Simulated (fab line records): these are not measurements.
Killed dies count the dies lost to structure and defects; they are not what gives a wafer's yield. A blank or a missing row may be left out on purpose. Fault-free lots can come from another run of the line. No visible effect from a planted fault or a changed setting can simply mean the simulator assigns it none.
fab line records | flow sky130
record lots=6 | wafers=16 | lastDay=50
route steps=708 shown VIA1@474 METAL2@483 PAD_OPEN@708
lots that met no fault: from a run of the same line without faults
startH: start of the lot's first displayed wafer, in hours after the record's first day | waitH: hours elapsed since this lot's preceding step | " unchanged from the row above | L1.1+2: one row covering several wafers at once | - value missing, or start not given | * or withheld: withheld | < > ~ a bound
route shown NAME@n: names a module that has steps shown in the file, with the first one's number in the route | usual: mean and standard deviation over wafers with no fault | same: alike in all rows | chamber/n: place in a boat | sites: each site's reading | _std_site: standard deviation across them | _edge_site: mean of outer sites minus mean of inner sites | radiusMm: how far each site lies from the wafer's centre | mask NAME#n: copy n | behind: tool/chamber where the wafer was last shaped | hold: reason for holding the lot/hours on hold/outcome of the hold | device: transistor that didn't switch, given as n, p or np | end of line: the route-end tests of the same wafers | for a step that has no rows: nothing shown but its recipe | killed: dies lost to structure and defects at the first sort, not the wafer's yield | map: shows each die of a wafer: x if killed, . if not, _ if none is there
set.NAME: setting as actually run; set.NAME@STEP: the setting as run at that earlier step | model.NAME: the simulator's own value behind a step, which no gauge read
lots seen at some steps along the route; tables by step, rows by wafer
services: from which hour (startH, from the record's first day; less than 0 if before it) a tool's chamber was out of use, for how many hours, and why
## steps
# step SKY_VIA1_STRIP_16
# recipe chemistry=O2/N2 | powerW=1400 | pressureMtorr=1500 | platenTempC=withheld | o2FlowSccm=3000 | n2FlowSccm=300 | overashFraction=0.5
# step SKY_VIA1_STRIP_17
# recipe chemistry=postEtchResidueRemover | timeS=1200 | tempC=72.5
# step SKY_VIA1_CLEAN_18
# recipe chemistry=IPA | timeS=180 | tempC=25
# step SKY_VIA1_CLEAN_19
# recipe chemistry=O3/DIW | dry=n2Spin
# step SKY_VIA1_SPUTTER_20
# recipe material=TiN | targetThkNm=20 | chamberPressurePa=5 | powerW=4000 | timeS=80
# step SKY_VIA1_CVD_21
# recipe material=W | targetThkNm=270 | timeS=80.902 | tempC=400 | pressureTorr=40
# usual heaterPowerW=812/40
lot.wafer | tool    | chamber | startH | waitH | heaterPowerW
L486.4    | cvdW-01 | 0       | 808.95 | 0.1   | 837
L486.5    | "       | 1       | "      | "     | 767
L486.6    | "       | 0       | "      | "     | 829
L495.2    | cvdW-01 | 0       | 878.86 | 0.0   | 815
L495.6    | "       | 1       | "      | "     | 769
L497.2    | cvdW-01 | 1       | 881.46 | 0.0   | 766
L497.6    | "       | 0       | "      | "     | 816
L505.2    | cvdW-01 | 0       | 939.58 | 0.0   | 818
L505.4    | "       | 0       | "      | "     | 853
L505.5    | "       | 1       | "      | "     | 777
L506.3    | cvdW-01 | 0       | 940.49 | 0.1   | 820
L506.4    | "       | 1       | "      | "     | 758
L506.6    | "       | 0       | "      | "     | 861
L507.2    | cvdW-01 | 1       | 954.30 | 0.0   | 787
L507.3    | "       | 1       | "      | "     | 757
L507.4    | "       | 0       | "      | "     | 833
# step SKY_VIA1_RS_MEAS_22
# recipe thkMeasGauge=four-point-probe | reads=W_of_VIA1_CVD_21+TiN_of_VIA1_SPUTTER_20
# usual VIA1_W_RS=0.427/0.005
lot.wafer | tool         | chamber | startH | waitH | VIA1_W_RS[ohm/sq]
L486.4    | filmMetro-03 | -       | 809.07 | 0.1   | 0.429
L486.5    | "            | -       | "      | "     | 0.430
L486.6    | "            | -       | "      | "     | 0.425
L495.2    | filmMetro-01 | -       | 878.98 | 0.1   | 0.425
L495.6    | "            | -       | "      | "     | 0.425
L497.2    | filmMetro-01 | -       | 881.57 | 0.1   | 0.426
L497.6    | "            | -       | "      | "     | 0.435
L505.2    | filmMetro-01 | -       | 939.69 | 0.1   | 0.421
L505.4    | "            | -       | "      | "     | 0.417
L505.5    | "            | -       | "      | "     | 0.424
L506.3    | filmMetro-02 | -       | 940.59 | 0.1   | 0.426
L506.4    | "            | -       | "      | "     | 0.422
L506.6    | "            | -       | "      | "     | 0.416
L507.2    | filmMetro-01 | -       | 954.42 | 0.1   | 0.426
L507.3    | "            | -       | "      | "     | 0.434
L507.4    | "            | -       | "      | "     | 0.425
# step SKY_VIA1_THK_MEAS_23
# recipe thkMeasGauge=xrf | reads=W_of_VIA1_CVD_21
# usual VIA1_W_THK=268/3.5
lot.wafer | tool         | chamber | startH | waitH | VIA1_W_THK[nm]
L486.4    | filmMetro-03 | -       | 809.16 | 0.1   | 268
L486.5    | "            | -       | "      | "     | 268
L486.6    | "            | -       | "      | "     | 271
L495.2    | filmMetro-01 | -       | 879.09 | 0.1   | 270
L495.6    | "            | -       | "      | "     | 270
L497.2    | filmMetro-01 | -       | 881.68 | 0.1   | 268
L497.6    | "            | -       | "      | "     | 264
L505.2    | filmMetro-01 | -       | 939.80 | 0.1   | 273
L505.4    | "            | -       | "      | "     | 276
L505.5    | "            | -       | "      | "     | 270
L506.3    | filmMetro-02 | -       | 940.69 | 0.1   | 266
L506.4    | "            | -       | "      | "     | 270
L506.6    | "            | -       | "      | "     | 271
L507.2    | filmMetro-01 | -       | 954.53 | 0.1   | 269
L507.3    | "            | -       | "      | "     | 264
L507.4    | "            | -       | "      | "     | 270
# step SKY_VIA1_CMP_24
# recipe stopOn=SiO2 | tOverpolishS=15 | downForcePsi=3.5 | platenRpm=60 | targetThkNm=0 | padVelocityMS=0.94248
# usual edgeZonePressureFrac=1.001/0.0056 | motorCurrentA=11.0/1.3 | overpolishRunS=15.000/0.0093 | retainingRingPressureFrac=1.000/0.005 | timeToEndpointS=63.0/2.3
lot.wafer | tool   | chamber | startH | waitH | edgeZonePressureFrac | motorCurrentA | overpolishRunS | retainingRingPressureFrac | timeToEndpointS
L486.4    | cmp-01 | 2       | 809.34 | 0.2   | 1.000                | 11.2          | 14.992         | 0.995                     | 61.3
L486.5    | "      | 3       | "      | "     | 1.013                | 12.7          | 15.002         | 0.996                     | 62.5
L486.6    | "      | 0       | "      | "     | 1.008                | 9.7           | 14.995         | 1.009                     | 58.7
L495.2    | cmp-01 | 0       | 879.14 | 0.0   | 0.999                | 9.4           | 14.984         | 0.994                     | 60.3
L495.6    | "      | 0       | "      | "     | 0.997                | 8.9           | 15.006         | 0.993                     | 61.9
L497.2    | cmp-01 | 2       | 881.83 | 0.1   | 0.998                | 11.5          | 15.001         | 0.999                     | 60.4
L497.6    | "      | 1       | "      | "     | 0.999                | 12.6          | 15.003         | 1.008                     | 60.9
L505.2    | cmp-01 | 2       | 939.90 | 0.1   | 1.005                | 11.9          | 15.000         | 0.994                     | 67.5
L505.4    | "      | 0       | "      | "     | 0.992                | 9.7           | 14.992         | 1.004                     | 65.6
L505.5    | "      | 1       | "      | "     | 0.994                | 12.1          | 15.002         | 0.991                     | 63.7
L506.3    | cmp-01 | 1       | 940.79 | 0.1   | 0.993                | 12.3          | 14.988         | 0.995                     | 62.9
L506.4    | "      | 2       | "      | "     | 1.002                | 11.6          | 15.010         | 0.993                     | 63.5
L506.6    | "      | 0       | "      | "     | 1.009                | 9.5           | 15.011         | 1.002                     | 65.6
L507.3    | cmp-01 | 1       | 954.58 | 0.0   | 1.003                | 12.1          | 14.994         | 1.001                     | 62.6
L507.2    | "      | 2       | "      | "     | 1.002                | 11.4          | 14.992         | 1.012                     | 62.0
L507.4    | "      | 3       | "      | "     | 0.990                | 12.5          | 14.987         | 1.003                     | 59.3
# step SKY_METAL2_SPUTTER_00
# recipe material=Ti | targetThkNm=15 | powerW=3000 | timeS=10 | chamberPressurePa=0.4
# step SKY_METAL2_SPUTTER_01
# recipe material=TiN | targetThkNm=20 | powerW=6500 | timeS=16.7 | chamberPressurePa=0.4
# usual throttleValvePct=29.9/1
lot.wafer | tool          | chamber | startH | waitH | throttleValvePct
L486.4    | pvdSputter-03 | -       | 809.51 | 0.0   | 30.4
L486.5    | "             | -       | "      | "     | 31.0
L486.6    | "             | -       | "      | "     | 30.0
L495.2    | pvdSputter-03 | -       | 879.46 | 0.0   | 29.7
L495.6    | "             | -       | "      | "     | 29.4
L497.2    | pvdSputter-03 | -       | 882.05 | 0.0   | 31.4
L497.6    | "             | -       | "      | "     | 29.8
L505.2    | pvdSputter-01 | -       | 940.17 | 0.0   | 29.9
L505.4    | "             | -       | "      | "     | 29.7
L505.5    | "             | -       | "      | "     | 30.1
L506.3    | pvdSputter-02 | -       | 941.08 | 0.0   | 30.1
L506.4    | "             | -       | "      | "     | 29.3
L506.6    | "             | -       | "      | "     | 27.4
L507.2    | pvdSputter-02 | -       | 954.90 | 0.0   | 30.0
L507.3    | "             | -       | "      | "     | 29.1
L507.4    | "             | -       | "      | "     | 29.5
# step SKY_METAL2_SPUTTER_02
# recipe material=AlCu | targetThkNm=250 | powerW=10600 | timeS=13.3 | chamberPressurePa=0.4
# usual throttleValvePct=29.9/1
lot.wafer | tool          | chamber | startH | waitH | throttleValvePct
L486.4    | pvdSputter-03 | -       | 809.54 | 0.0   | 30.2
L486.5    | "             | -       | "      | "     | 31.4
L486.6    | "             | -       | "      | "     | 29.6
L495.2    | pvdSputter-03 | -       | 879.48 | 0.0   | 29.6
L495.6    | "             | -       | "      | "     | 29.6
L497.2    | pvdSputter-03 | -       | 882.08 | 0.0   | 31.0
L497.6    | "             | -       | "      | "     | 29.8
L505.2    | pvdSputter-01 | -       | 940.20 | 0.0   | 29.8
L505.4    | "             | -       | "      | "     | 29.4
L505.5    | "             | -       | "      | "     | 30.0
L506.3    | pvdSputter-02 | -       | 941.10 | 0.0   | 30.1
L506.4    | "             | -       | "      | "     | 29.6
L506.6    | "             | -       | "      | "     | 27.3
L507.2    | pvdSputter-02 | -       | 954.93 | 0.0   | 29.9
L507.3    | "             | -       | "      | "     | 29.2
L507.4    | "             | -       | "      | "     | 29.3
# step SKY_METAL2_SPUTTER_03
# recipe material=Ti | targetThkNm=5 | powerW=3000 | timeS=3.3 | chamberPressurePa=0.4
# usual throttleValvePct=29.9/1
lot.wafer | tool          | chamber | startH | waitH | throttleValvePct | model.Ti_of_METAL2_SPUTTER_03.thkNm
L486.4    | pvdSputter-03 | -       | 809.56 | 0.0   | 30.3             | 5.301
L486.5    | "             | -       | "      | "     | 31.4             | 5.242
L486.6    | "             | -       | "      | "     | 29.5             | 5.154
L495.2    | pvdSputter-03 | -       | 879.51 | 0.0   | 29.9             | 6.225
L495.6    | "             | -       | "      | "     | 29.6             | 6.294
L497.2    | pvdSputter-03 | -       | 882.10 | 0.0   | 31.1             | 6.207
L497.6    | "             | -       | "      | "     | 29.6             | 6.113
L505.2    | pvdSputter-01 | -       | 940.22 | 0.0   | 29.6             | 4.919
L505.4    | "             | -       | "      | "     | 29.5             | 4.969
L505.5    | "             | -       | "      | "     | 30.2             | 4.967
L506.3    | pvdSputter-02 | -       | 941.13 | 0.0   | 30.1             | 5.068
L506.4    | "             | -       | "      | "     | 29.3             | 5.128
L506.6    | "             | -       | "      | "     | 27.4             | 5.195
L507.2    | pvdSputter-02 | -       | 954.95 | 0.0   | 29.9             | 5.027
L507.3    | "             | -       | "      | "     | 29.3             | 4.971
L507.4    | "             | -       | "      | "     | 29.3             | 4.935
# step SKY_METAL2_SPUTTER_04
# recipe material=TiN | targetThkNm=70 | powerW=6500 | timeS=58.3 | chamberPressurePa=0.4
# usual throttleValvePct=29.8/1
lot.wafer | tool          | chamber | startH | waitH | throttleValvePct
L486.4    | pvdSputter-03 | -       | 809.58 | 0.0   | 30.4
L486.5    | "             | -       | "      | "     | 31.1
L486.6    | "             | -       | "      | "     | 29.4
L495.2    | pvdSputter-03 | -       | 879.53 | 0.0   | 29.5
L495.6    | "             | -       | "      | "     | 29.5
L497.2    | pvdSputter-03 | -       | 882.12 | 0.0   | 31.1
L497.6    | "             | -       | "      | "     | 29.6
L505.2    | pvdSputter-01 | -       | 940.24 | 0.0   | 30.0
L505.4    | "             | -       | "      | "     | 29.6
L505.5    | "             | -       | "      | "     | 30.0
L506.3    | pvdSputter-02 | -       | 941.15 | 0.0   | 30.1
L506.4    | "             | -       | "      | "     | 29.4
L506.6    | "             | -       | "      | "     | 27.5
L507.2    | pvdSputter-02 | -       | 954.97 | 0.0   | 30.2
L507.3    | "             | -       | "      | "     | 29.2
L507.4    | "             | -       | "      | "     | 29.3
# step SKY_PAD_OPEN_PROBE_99
# usual defectLimitedYield=82.3/1.9 | killed_at_M0_to_M3=44/6.5 | killed_at_M4_up=3.3/1.9 | killedAtContacts=24/5.3 | killedAtFrontEnd=15/4.5 | killedAtOther=0.3/0.58 | killedDies=87/9.3 | killedOpen=48/6.6 | killedShort=39/6.1 | sort_bin_3_pad_short=0.9/0.46 | sort_bin_5_function=10.5/1.6 | sort_bin_6_memory=6.3/1.1 | sortNPass=405/9.3 | sortYieldPct=82.3/1.9
# same grossDies=492 | killedAtBackSide=0 | sort_bin_4_leakage[%]=0 | sort_bin_8_speed[%]=0
lot.wafer | tool      | chamber | startH  | waitH | defectLimitedYield[%] | killed_at_M0_to_M3 | killed_at_M4_up | killedAtContacts | killedAtFrontEnd | killedAtOther | killedDies | killedOpen | killedShort | sort_bin_3_pad_short[%] | sort_bin_5_function[%] | sort_bin_6_memory[%] | sortNPass | sortYieldPct[%]
L497.2    | prober-01 | -       | 1144.04 | 0.1   | 80.3                  | 58                 | 6               | 23               | 10               | 0             | 97         | 56         | 41          | 0.8                     | 12.8                   | 6.1                  | 395       | 80.3
L497.6    | prober-01 | -       | 1144.24 | 0.2   | 81.3                  | 39                 | 4               | 31               | 18               | 0             | 92         | 51         | 41          | 0.4                     | 12.2                   | 6.1                  | 400       | 81.3
# killed by level:class
L497.2 VIA1:geometricParticle:open=15 VIA2:geometricParticle:open=10 VIA3:geometricParticle:open=9 CONTACT:geometricParticle:open=9 METAL2:geometricParticle:short=7 LI_CONTACT:geometricParticle:open=5 CONTACT:geometricParticle:short=5 METAL3:geometricParticle:short=5
L497.6 VIA1:geometricParticle:open=14 LI_CONTACT:geometricParticle:open=10 CONTACT:geometricParticle:open=8 METAL2:geometricParticle:short=6 FIELD_ISO:geometricParticle:short=5 LOCAL_INTERCONNECT:geometricParticle:short=5 SPACER:geometricParticle:short=4 VIA2:geometricParticle:open=4
## services
tool          | chamber | startH | hours | kind
cmp-01        | -       | 785.61 | 3.7   | pm
pvdSputter-01 | -       | 786.95 | 2.5   | repair
pvdSputter-03 | -       | 787.78 | 8.4   | repair
cvdW-01       | 0       | 793.91 | 14.8  | repair
pvdSputter-03 | -       | 811.49 | 1.1   | repair
pvdSputter-03 | -       | 833.76 | 3.3   | repair
pvdSputter-02 | -       | 838.35 | 2.4   | repair
cvdW-01       | -       | 840.43 | 0.6   | repair
cmp-01        | -       | 852.76 | 5.4   | repair
pvdSputter-02 | -       | 855.48 | 1.1   | repair
cmp-01        | -       | 901.82 | 6.2   | repair
pvdSputter-03 | -       | 918.34 | 54.1  | repair
cvdW-01       | -       | 941.06 | 6.9   | pm
## key
firstSign none at tools or gauges
modelEffect step=SKY_METAL2_SPUTTER_03 | value=Ti_of_METAL2_SPUTTER_03.thkNm | without=4.965 | struck=6.21
metAt SKY_METAL2_SPUTTER_03
struckWafers L495.2,L495.6,L497.2,L497.6
onsetBetween 809.56 879.51
alsoFits SKY_METAL2_SPUTTER_01:pvdSputter-03,SKY_METAL2_SPUTTER_02:pvdSputter-03
fault kind=processParameterDrift | tool=pvdSputter-03 | chamber=- | onsetH=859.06 | steps=SKY_METAL2_SPUTTER_03 | channel=timeS | offset=* | shape=step | endH=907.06 | scope=struckWafersOnly | actsIn=* | stated=*
